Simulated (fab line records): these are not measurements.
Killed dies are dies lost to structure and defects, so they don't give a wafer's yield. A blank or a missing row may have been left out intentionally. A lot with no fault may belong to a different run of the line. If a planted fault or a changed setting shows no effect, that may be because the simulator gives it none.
Matching of chambers ; flow sfq-line ; rie-diel-03 running SFQ_TRILAYER_I5_BARC_OPEN_VIA_ETCH_200: 4 sister chambers
The step etches BARC in O2, target depth 125 nm, time 41.7 s. 4 wafers are shown with their chamber, then 7 later ones without.

## WAFERS, EACH WITH ITS CHAMBER
wafer;chamber;oes-product-au (a.u.)
L127.1;3;0.680
L130.3;0;0.686
L132.1;1;0.687
L132.2;2;0.674

## WAFERS WITHOUT THEIR CHAMBER
wafer;oes-product-au (a.u.)
L132.5;0.678
L136.2;0.681
L136.5;0.678
L136.6;0.683
L137.3;0.687
L137.5;0.684
L137.6;0.684

## EACH ONE'S CHAMBER
wafer;from the rows above;in truth
L132.5;can't be placed: 3 or 2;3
L136.2;3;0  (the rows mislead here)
L136.5;can't be placed: 3 or 2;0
L136.6;can't be placed: 0 or 3 or 1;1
L137.3;can't be placed: 1 or 0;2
L137.5;can't be placed: 0 or 1 or 3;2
L137.6;can't be placed: 0 or 1 or 3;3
Placed correctly: 0 of 7. Can't be placed from these rows: 6 (the true chamber is among the candidates in 3). Wrongly placed: 1.
How it was worked out, from the rows above alone: a wafer's distance from a chamber is the root of the sum, over the readings, of the square of ((its reading less the chamber's mean) divided by the reading's scatter). The wafer belongs to the nearest chamber; if the next one is less than 2 further off, it can't be placed. Each chamber's mean is taken over the wafers shown for it. The scatter (one wafer shown for each chamber): square how far every hidden wafer sits from the nearest shown wafer, average those squares and take the square root.
